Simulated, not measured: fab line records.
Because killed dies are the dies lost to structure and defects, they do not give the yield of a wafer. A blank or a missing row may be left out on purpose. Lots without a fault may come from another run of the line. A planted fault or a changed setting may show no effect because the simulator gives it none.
The same fault as seen by 2 desks :: flow sfq-line :: what lay behind the numbers comes last; until then each desk has only its own

FOR THE TOOL OWNER'S DESK: litho-track-01
The tool's own readings at SFQ_TRILAYER_I5_LITHO_COAT_144 (resist thk 650 nm): means of the sampled wafers that have a number, for each lot that ran on this tool. Marked OUT: a lot whose mean sits more than 4 standard deviations from the usual mean, which makes it out of limits; the brackets give that distance.
Columns: A = exhaust-pa at SFQ_TRILAYER_I5_LITHO_COAT_144, usual 45.0 Pa
lot: L674
first seen here: day 54 17:48
A: 45.2

lot: L682
first seen here: day 57 06:03
A: 44.9

lot: L683
first seen here: day 57 17:13
A: 44.8

lot: L686
first seen here: day 58 04:09
A: 45.5
This desk found nothing out of limits on any of the 4 lots.

AT THE METROLOGY DESK
What the gauges read for every lot (on any tool): the sampled wafers with a number, averaged. Marked OUT: a lot whose mean sits more than 4 standard deviations from the usual mean, which makes it out of limits; the brackets give that distance.
Columns: A = R5_OVL at SFQ_R5_OVL_MEAS_935, usual 3 nm; B = I5_OVL at SFQ_I5_OVL_MEAS_936, usual -4 nm
lot: L669
first seen here: day 53 06:25
A: -3
B: -5

lot: L674
first seen here: day 54 16:33
A: -1
B: -1

lot: L679
first seen here: day 56 13:03
A: 1
B: -2

lot: L682
first seen here: day 57 04:40
A: 12
B: -0

lot: L683
first seen here: day 57 15:52
A: 0
B: -8

lot: L686
first seen here: day 58 02:40
A: 4
B: 0

lot: L687
first seen here: day 58 05:04
A: 3
B: -9
This desk found nothing out of limits on any of the 7 lots.

BROUGHT TOGETHER
The tool owner's desk saw nothing out of limits.
Nothing out of limits was seen by the metrology desk.

WHAT HAD BEEN PUT IN BY THE SIMULATOR
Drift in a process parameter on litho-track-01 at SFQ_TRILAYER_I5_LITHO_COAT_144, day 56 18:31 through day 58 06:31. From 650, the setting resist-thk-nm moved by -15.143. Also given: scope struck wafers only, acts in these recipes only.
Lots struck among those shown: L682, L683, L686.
